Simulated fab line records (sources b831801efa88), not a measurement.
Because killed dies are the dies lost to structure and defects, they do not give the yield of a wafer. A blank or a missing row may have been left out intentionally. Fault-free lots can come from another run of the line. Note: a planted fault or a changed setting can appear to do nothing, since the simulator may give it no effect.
fab line records | flow sky130
record: lots: 5 | wafers: 15 | lastDay: 49
route steps=708 shown PWDE@48 NWELL@56 PAD_OPEN@708
lots that met no fault: from a run of the same line without faults
startH: start of the lot's first displayed wafer, in hours after the record's first day | waitH: hours from the lot's prior step to this one | " the same as in the row above | L1.1+2: a row that stands for several wafers | - no value, or no start given | * or withheld: withheld | < > ~ a bound
route shown NAME@n: NAME is a module with steps in the file, n the number in the route of the first one | usual: the fault-free wafers' mean and standard deviation | same: alike in all rows | chamber/n: place in a boat | sites: each site's reading | _std_site: standard deviation across them | _edge_site: mean of outer sites minus mean of inner sites | radiusMm: for every site, how far away it sits from the centre of the wafer | mask NAME#n: copy n | behind: the most recent tool/chamber to have shaped the wafer | hold: what put the lot on hold/how long, in hours/how the hold closed | device: which transistor (n, p or np) failed to switch | end of line: tests run on the same wafers once the route is complete | step lacking rows: just its recipe | killed: not the wafer's yield, but the dies lost to structure and defects at the first sort | map: a wafer's dies, x killed, . not, _ none there
set.NAME: the setting the step ran with; set.NAME@STEP: the setting that earlier step ran with | model.NAME: the simulator's own value behind a step, which no gauge read
a table for each step, a row for each wafer; lots at some steps of the route
services: from which hour (startH, from the record's first day; less than 0 if before it) a tool's chamber was out of use, for how many hours, and why
== steps ==
step: SKY_PWDE_SOFTBAKE_03
recipe: tempC: 110 | timeS: withheld
step: SKY_PWDE_EXPOSE_04
recipe: maskId: PWDEM | na: 0.6 | sourceShape: conventional | sigmaOuter: 0.6 | polarization: unpolarized | targetCdNm: 840 | doseMj: 214
step: SKY_PWDE_PEB_05
recipe: tempC: 115 | timeS: withheld
step: SKY_PWDE_DEVELOP_06
recipe: wallAngleDeg: 90 | developer: TMAH | developTimeS: 60 | devTempC: 23
step: SKY_PWDE_OVL_MEAS_07
usual: PWDE_OVL: 0.3/1.2
lot.wafer | tool       | chamber | startH | waitH | PWDE_OVL[nm]
L737.1    | overlay-02 | -       | 69.10  | -     | -0.6
L737.2    | "          | -       | "      | "     | -0.6
L737.4    | "          | -       | "      | "     | -0.9
L742.1    | overlay-02 | -       | 107.92 | -     | 1.0
L742.4    | "          | -       | "      | "     | 1.6
L742.6    | "          | -       | "      | "     | 1.6
L751.1    | overlay-02 | -       | 148.01 | -     | -1.3
L751.4    | "          | -       | "      | "     | -1.4
L751.5    | "          | -       | "      | "     | -0.3
L754.3    | overlay-02 | -       | 162.13 | -     | 1.9
L754.5    | "          | -       | "      | "     | 1.5
L754.6    | "          | -       | "      | "     | 3.3
L757.1    | overlay-02 | -       | 180.16 | -     | 0.7
L757.2    | "          | -       | "      | "     | -1.4
L757.6    | "          | -       | "      | "     | 0.7
step: SKY_PWDE_IMPLANT_08
recipe: species: B | energyKev: 150 | doseCm2: 3.6e+12 | tiltDeg: withheld
step: SKY_PWDE_STRIP_09
recipe: chemistry: O2/N2 | powerW: 1400 | pressureMtorr: 1500 | platenTempC: withheld | o2FlowSccm: 3000 | n2FlowSccm: 300 | overashFraction: 0.5
usual: drypumpMotorCurrentA: 5.6/0.5 | oesProductAu: 0.723/0.0043 | stripTimeToEndpointS: 36.98/0.11
lot.wafer | tool           | chamber | startH | waitH | drypumpMotorCurrentA | oesProductAu | rfHoursCounterH | stripTimeToEndpointS
L737.1    | plasmaAsher-03 | 1       | 69.28  | 0.1   | 5.3                  | 0.716        | 38              | 37.18
L737.2    | "              | 0       | "      | "     | 5.2                  | 0.725        | 38              | 37.15
L737.4    | "              | 0       | "      | "     | 5.2                  | 0.727        | -               | 37.15
L742.1    | plasmaAsher-03 | 0       | 108.10 | 0.1   | 5.2                  | 0.728        | 42              | 37.13
L742.4    | "              | 1       | "      | "     | 5.3                  | 0.721        | -               | 37.03
L742.6    | "              | 0       | "      | "     | 5.2                  | 0.716        | -               | 37.02
L751.1    | plasmaAsher-01 | 0       | 148.20 | 0.1   | 5.8                  | 0.725        | 34              | 36.89
L751.4    | "              | 0       | "      | "     | 5.8                  | 0.726        | -               | 36.92
L751.5    | "              | 1       | "      | "     | 6.7                  | 0.721        | -               | 36.99
L754.3    | plasmaAsher-04 | 1       | 162.33 | 0.1   | 5.9                  | 0.725        | -               | 37.06
L754.5    | "              | 0       | "      | "     | 5.2                  | 0.720        | -               | 37.14
L754.6    | "              | 1       | "      | "     | 5.9                  | 0.719        | -               | 37.05
L757.1    | plasmaAsher-01 | 0       | 180.35 | 0.1   | 5.8                  | 0.721        | 37              | 37.04
L757.2    | "              | 1       | "      | "     | 6.7                  | 0.727        | 37              | 36.94
L757.6    | "              | 0       | "      | "     | 5.8                  | 0.725        | -               | 37.13
step: SKY_PWDE_TW_MEAS_10
usual: PWDE_TW: 379/4.6
lot.wafer | tool         | chamber | startH | waitH | PWDE_TW
L737.1    | filmMetro-03 | -       | 69.38  | 0.1   | 376
L737.2    | "            | -       | "      | "     | 375
L737.4    | "            | -       | "      | "     | 374
L742.1    | filmMetro-02 | -       | 108.20 | 0.1   | 375
L742.4    | "            | -       | "      | "     | 377
L742.6    | "            | -       | "      | "     | 375
L751.1    | filmMetro-03 | -       | 148.30 | 0.1   | 373
L751.4    | "            | -       | "      | "     | 377
L751.5    | "            | -       | "      | "     | 377
L754.3    | filmMetro-03 | -       | 162.42 | 0.1   | 376
L754.5    | "            | -       | "      | "     | 379
L754.6    | "            | -       | "      | "     | 376
L757.1    | filmMetro-01 | -       | 180.45 | 0.1   | 384
L757.2    | "            | -       | "      | "     | 384
L757.6    | "            | -       | "      | "     | 383
step: SKY_NWELL_DEHYDRATE_03
recipe: tempC: 200 | timeS: 60
step: SKY_NWELL_HMDS_04
recipe: primeTimeS: 60 | primeTempC: 120
step: SKY_NWELL_COAT_05
recipe: spinRpm: 2000 | resistThkNm: 3000
step: SKY_NWELL_SOFTBAKE_06
recipe: tempC: 110 | timeS: withheld
step: SKY_NWELL_EXPOSE_07
recipe: maskId: NWM | na: 0.6 | sourceShape: conventional | sigmaOuter: 0.6 | polarization: unpolarized | targetCdNm: 840 | doseMj: 255
usual: reticleTempC: 23.01/0.1
lot.wafer | tool            | chamber | startH | waitH | mask    | reticleTempC
L737.1    | ilineStepper-02 | 0       | 76.65  | -     | NWM#0   | 23.20
L737.2    | "               | 0       | "      | "     | NWM#0   | 23.06
L737.4    | "               | 0       | "      | "     | NWM#0   | 22.94
L742.1    | ilineStepper-01 | 0       | 117.54 | -     | HVTPM#0 | 23.06
L742.4    | "               | 0       | "      | "     | HVTPM#0 | 22.93
L742.6    | "               | 0       | "      | "     | HVTPM#0 | 23.05
L751.1    | ilineStepper-02 | 0       | 158.77 | -     | NWM#0   | 22.98
L751.4    | "               | 0       | "      | "     | NWM#0   | 23.09
L751.5    | "               | 0       | "      | "     | NWM#0   | 23.10
L754.3    | ilineStepper-02 | 0       | 172.11 | -     | NWM#0   | 23.04
L754.5    | "               | 0       | "      | "     | NWM#0   | 22.96
L754.6    | "               | 0       | "      | "     | NWM#0   | 23.15
L757.1    | ilineStepper-01 | 0       | 190.72 | -     | NWM#0   | 22.99
L757.2    | "               | 0       | "      | "     | NWM#0   | 23.24
L757.6    | "               | 0       | "      | "     | NWM#0   | 23.13
step: SKY_NWELL_PEB_08
recipe: tempC: 115 | timeS: withheld
step: SKY_NWELL_DEVELOP_09
recipe: wallAngleDeg: 90 | developer: TMAH | developTimeS: 60 | devTempC: 23
step: SKY_NWELL_OVL_MEAS_10
usual: NWELL_00_OVL: 0.7/1.2
lot.wafer | tool       | chamber | startH | waitH | NWELL_00_OVL[nm]
L737.1    | overlay-02 | -       | 85.15  | -     | 1.7
L737.2    | "          | -       | "      | "     | 0.7
L737.4    | "          | -       | "      | "     | 2.0
L742.1    | overlay-01 | -       | 126.17 | -     | -
L742.4    | "          | -       | "      | "     | -
L742.6    | "          | -       | "      | "     | -
L751.1    | overlay-01 | -       | 167.74 | -     | 3.4
L751.4    | "          | -       | "      | "     | 0.5
L751.5    | "          | -       | "      | "     | 0.0
L754.3    | overlay-02 | -       | 182.16 | -     | 1.6
L754.5    | "          | -       | "      | "     | 2.6
L754.6    | "          | -       | "      | "     | 1.2
L757.1    | overlay-02 | -       | 201.19 | -     | 0.1
L757.2    | "          | -       | "      | "     | 1.8
L757.6    | "          | -       | "      | "     | 0.2
step: SKY_NWELL_IMPLANT_11
recipe: species: P | energyKev: 400 | doseCm2: 1.9e+13 | tiltDeg: withheld
step: SKY_NWELL_IMPLANT_12
recipe: species: P | energyKev: 120 | doseCm2: 1.3e+12 | tiltDeg: withheld
step: SKY_NWELL_IMPLANT_13
recipe: species: P | energyKev: 50 | doseCm2: 7e+11 | tiltDeg: withheld
step: SKY_NWELL_STRIP_14
recipe: chemistry: O2/N2 | powerW: 1400 | pressureMtorr: 1500 | platenTempC: withheld | o2FlowSccm: 3000 | n2FlowSccm: 300 | overashFraction: 0.5
usual: drypumpMotorCurrentA: 5.6/0.32 | oesProductAu: 0.722/0.0043 | stripTimeToEndpointS: 36.89/0.12
lot.wafer | tool           | chamber | startH | waitH | drypumpMotorCurrentA | oesProductAu | rfHoursCounterH | stripTimeToEndpointS
L737.1    | plasmaAsher-03 | 0       | 85.63  | 0.1   | 5.2                  | 0.721        | 40              | 36.76
L737.2    | "              | 1       | "      | "     | 5.3                  | 0.722        | 40              | 36.76
L737.4    | "              | 0       | "      | "     | 5.3                  | 0.721        | -               | 36.71
L742.1    | plasmaAsher-04 | 1       | 126.65 | 0.1   | 5.9                  | 0.727        | 43              | 37.10
L742.4    | "              | 1       | "      | "     | 5.9                  | 0.728        | -               | 37.08
L742.6    | "              | 0       | "      | "     | 5.2                  | 0.722        | -               | 37.00
L751.1    | plasmaAsher-03 | 0       | 169.85 | 0.1   | 5.3                  | 0.728        | 48              | 36.94
L751.4    | "              | 0       | "      | "     | 5.2                  | 0.711        | -               | 37.03
L751.5    | "              | 1       | "      | "     | 5.3                  | 0.716        | -               | 36.90
L754.3    | plasmaAsher-04 | 0       | 182.66 | 0.1   | 5.2                  | 0.724        | -               | 36.74
L754.5    | "              | 0       | "      | "     | 5.2                  | 0.722        | -               | 36.79
L754.6    | "              | 1       | "      | "     | 5.9                  | 0.721        | -               | 36.67
L757.1    | plasmaAsher-02 | 0       | 201.68 | 0.1   | 6.0                  | 0.722        | 9               | 36.75
L757.2    | "              | 1       | "      | "     | 5.8                  | 0.718        | 9               | 36.72
L757.6    | "              | 1       | "      | "     | 5.8                  | 0.726        | -               | 36.85
step: SKY_NWELL_TW_MEAS_15
usual: NWELL_TW: 1834/20
lot.wafer | tool         | chamber | startH | waitH | NWELL_TW
L737.1    | filmMetro-02 | -       | 85.73  | 0.1   | 1835
L737.2    | "            | -       | "      | "     | 1836
L737.4    | "            | -       | "      | "     | 1836
L742.1    | filmMetro-02 | -       | 126.75 | 0.1   | 30
L742.4    | "            | -       | "      | "     | 30
L742.6    | "            | -       | "      | "     | 30
L751.1    | filmMetro-03 | -       | 169.95 | 0.1   | 1826
L751.4    | "            | -       | "      | "     | 1824
L751.5    | "            | -       | "      | "     | 1821
L754.3    | filmMetro-03 | -       | 182.75 | 0.1   | 1841
L754.5    | "            | -       | "      | "     | 1825
L754.6    | "            | -       | "      | "     | 1819
L757.1    | filmMetro-03 | -       | 201.78 | 0.1   | 1835
L757.2    | "            | -       | "      | "     | 1825
L757.6    | "            | -       | "      | "     | 1835
step: SKY_NWELL_DEHYDRATE_16
recipe: tempC: 200 | timeS: 60
step: SKY_PAD_OPEN_PROBE_99
usual: killed_at_M0_to_M3: 44/7.1 | killed_at_M4_up: 3.5/2 | killedAtContacts: 24/5.3 | killedAtFrontEnd: 15/4.8 | killedAtOther: 0.1/0.35 | killedDies: 86/9.3 | killedOnRim: 17/4 | killedOpen: 47/7.8 | killedShort: 39/5.9
same: grossDies: 492 | killedAtBackSide: 0
lot.wafer | tool      | chamber | startH  | waitH | killed_at_M0_to_M3 | killed_at_M4_up | killedAtContacts | killedAtFrontEnd | killedAtOther | killedDies | killedOnRim | killedOpen | killedShort
L737.1    | prober-01 | -       | 1073.63 | 0.1   | 36                 | 6               | 26               | 20               | 0             | 88         | 21          | 51         | 37
L737.2    | prober-01 | -       | 1073.68 | 0.1   | 40                 | 3               | 24               | 15               | 0             | 82         | 9           | 45         | 37
L737.4    | prober-01 | -       | 1073.78 | 0.2   | 38                 | 4               | 29               | 22               | 0             | 93         | 20          | 58         | 35
L742.1    | prober-02 | -       | 1119.38 | 0.1   | 41                 | 5               | 24               | 422              | 0             | 492        | 96          | 39         | 52
L742.4    | prober-02 | -       | 1119.53 | 0.2   | 50                 | 4               | 25               | 413              | 0             | 492        | 96          | 46         | 47
L742.6    | prober-02 | -       | 1119.63 | 0.2   | 41                 | 3               | 21               | 426              | 1             | 492        | 96          | 43         | 36
L751.1    | prober-02 | -       | 1161.56 | 0.1   | 48                 | 2               | 21               | 12               | 0             | 83         | 18          | 51         | 32
L751.4    | prober-02 | -       | 1161.71 | 0.2   | 49                 | 2               | 27               | 15               | 0             | 93         | 22          | 51         | 42
L751.5    | prober-02 | -       | 1161.76 | 0.2   | 46                 | 3               | 26               | 15               | 0             | 90         | 15          | 43         | 47
killed by level:class
L737.1 VIA1:geometricParticle:open=10 VIA3:geometricParticle:open=9 CONTACT:geometricParticle:open=8 POLY_GATE:geometricParticle:open=6 LI_CONTACT:geometricParticle:open=6 CONTACT:geometricParticle:short=6 FIELD_ISO:geometricParticle:short=5 LOCAL_INTERCONNECT:geometricParticle:short=4
L737.2 VIA1:geometricParticle:open=9 CONTACT:geometricParticle:open=8 VIA3:geometricParticle:open=7 POLY_GATE:geometricParticle:short=6 METAL1:geometricParticle:short=6 LI_CONTACT:geometricParticle:open=5 FIELD_ISO:geometricParticle:open=4 LOCAL_INTERCONNECT:geometricParticle:short=4
L737.4 CONTACT:geometricParticle:open=11 VIA3:geometricParticle:open=9 METAL2:geometricParticle:short=8 VIA1:geometricParticle:open=8 LI_CONTACT:geometricParticle:open=7 FIELD_ISO:geometricParticle:short=6 VIA2:geometricParticle:open=6 LI_CONTACT:geometricParticle:short=5
L742.1 NWELL:areaExpose=401 LI_CONTACT:geometricParticle:open=8 METAL2:geometricParticle:short=8 POLY_GATE:geometricParticle:short=7 VIA1:geometricParticle:open=6 VIA2:geometricParticle:open=6 LI_CONTACT:geometricParticle:short=5 VIA1:geometricParticle:short=5
L742.4 NWELL:areaExpose=399 VIA1:geometricParticle:open=13 VIA2:geometricParticle:open=9 LI_CONTACT:geometricParticle:open=7 VIA2:geometricParticle:short=6 CONTACT:geometricParticle:open=6 METAL1:geometricParticle:short=6 CONTACT:geometricParticle:short=5
L742.6 NWELL:areaExpose=413 CONTACT:geometricParticle:short=8 VIA1:geometricParticle:open=7 METAL2:geometricParticle:short=7 VIA2:geometricParticle:open=7 VIA3:geometricParticle:open=7 POLY_GATE:geometricParticle:short=4 LI_CONTACT:geometricParticle:open=4
L751.1 VIA1:geometricParticle:open=11 VIA3:geometricParticle:open=9 CONTACT:geometricParticle:open=8 LI_CONTACT:geometricParticle:open=6 VIA2:geometricParticle:open=6 METAL1:geometricParticle:short=5 VIA1:geometricParticle:short=4 POLY_GATE:geometricParticle:open=3
L751.4 LI_CONTACT:geometricParticle:open=13 VIA1:geometricParticle:open=10 CONTACT:geometricParticle:open=8 VIA1:geometricParticle:short=6 METAL1:geometricParticle:short=6 METAL2:geometricParticle:short=6 METAL3:geometricParticle:short=6 VIA3:geometricParticle:open=6
L751.5 METAL2:geometricParticle:short=12 LI_CONTACT:geometricParticle:open=10 CONTACT:geometricParticle:open=9 POLY_GATE:geometricParticle:open=6 METAL1:geometricParticle:short=6 VIA1:geometricParticle:open=5 POLY_GATE:geometricParticle:short=4 CONTACT:geometricParticle:short=4
map L742.1 (x killed, . not)
__________xxxxxxxxxx_________
________xxxxxxxxxxxxxx_______
______xxxxxxxxxxxxxxxxxx_____
_____xxxxxxxxxxxxxxxxxxxx____
____xxxxxxxxxxxxxxxxxxxxxx___
___xxxxxxxxxxxxxxxxxxxxxxxx__
__xxxxxxxxxxxxxxxxxxxxxxxxxx_
_xxxxxxxxxxxxxxxxxxxxxxxxxxxx
_xxxxxxxxxxxxxxxxxxxxxxxxxxxx
_xxxxxxxxxxxxxxxxxxxxxxxxxxxx
_xxxxxxxxxxxxxxxxxxxxxxxxxxxx
_xxxxxxxxxxxxxxxxxxxxxxxxxxxx
_xxxxxxxxxxxxxxxxxxxxxxxxxxxx
_xxxxxxxxxxxxxxxxxxxxxxxxxxxx
_xxxxxxxxxxxxxxxxxxxxxxxxxxxx
__xxxxxxxxxxxxxxxxxxxxxxxxxx_
___xxxxxxxxxxxxxxxxxxxxxxxx__
____xxxxxxxxxxxxxxxxxxxxxx___
_____xxxxxxxxxxxxxxxxxxxx____
______xxxxxxxxxxxxxxxxxx_____
________xxxxxxxxxxxxxx_______
__________xxxxxxxxxx_________
map L757.1 (x killed, . not)
__________....x.x..x_________
________..x.x..x......_______
______.x...............x_____
_____............x.......____
____............xx....xx..___
___..x.....x.x...........x.__
__.....x......x.x.x.....x..._
_xx........xx....xx....x.x.xx
_....x....x.x.x..x..x.xx.....
_.......................x....
_....x...x.....x..........x..
_....x....x.........x.....x..
_.......x.x....xx..x.xx....x.
_..x.x.x.x........x......xx..
_.x..x.......xx.x...x.x.x..x.
__.....x......x..x.......x.._
___........x...x.....x.x.xx__
____.......x.x..x..x..x...___
_____x.......x.....x.....____
______x..x.xx.......x..._____
________x........xx..x_______
__________....xx...x_________
== services ==
tool            | chamber | startH | hours | kind
plasmaAsher-01  | -       | 48.49  | 2.7   | repair
plasmaAsher-04  | -       | 78.17  | 0.7   | repair
plasmaAsher-02  | -       | 108.75 | 9.0   | pm
plasmaAsher-02  | 0       | 108.75 | 9.0   | ventCycle
plasmaAsher-02  | 1       | 108.75 | 9.0   | ventCycle
ilineStepper-02 | -       | 110.51 | 1.0   | repair
plasmaAsher-02  | 0       | 117.75 | -     | clean
plasmaAsher-02  | 1       | 117.75 | -     | clean
plasmaAsher-04  | -       | 119.11 | 3.1   | repair
plasmaAsher-03  | -       | 129.11 | 7.5   | repair
plasmaAsher-03  | -       | 129.39 | 0.3   | repair
plasmaAsher-03  | -       | 130.32 | 1.3   | repair
ilineStepper-01 | -       | 143.46 | 1.7   | pm
plasmaAsher-02  | -       | 172.07 | 0.6   | repair
== key ==
firstSign: step: SKY_NWELL_EXPOSE_07 | reading: mask | direction: changed
effect: step: SKY_NWELL_OVL_MEAS_10 | reading: NWELL_00_OVL | direction: missing
effect: step: SKY_NWELL_TW_MEAS_15 | reading: NWELL_TW | direction: down | sigmas: 92 | usual: 1834 | struck: 30
effect: step: SKY_PAD_OPEN_PROBE_99 | reading: killedAtFrontEnd | direction: up | sigmas: 84 | usual: 15 | struck: 420
moreKillsBornAt: SKY_NWELL_EXPOSE_07@ilineStepper-01: 1213
metAt SKY_NWELL_EXPOSE_07
struckWafers L742.1,L742.4,L742.6
testerLeftOut L742
fault: kind: wrongMask | tool: any | chamber: - | onsetH: 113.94 | steps: SKY_NWELL_EXPOSE_07 | auxCopy: HVTPM#0 | scope: struckLotsOnly
testerLeftOut: of these lots the tester's yield and bins aren't shown, on N5 and GAA mostly nor the transistor test; their killed dies are dies lost to structure and defects alone, not to doping, threshold or leakage, so they don't give the yield
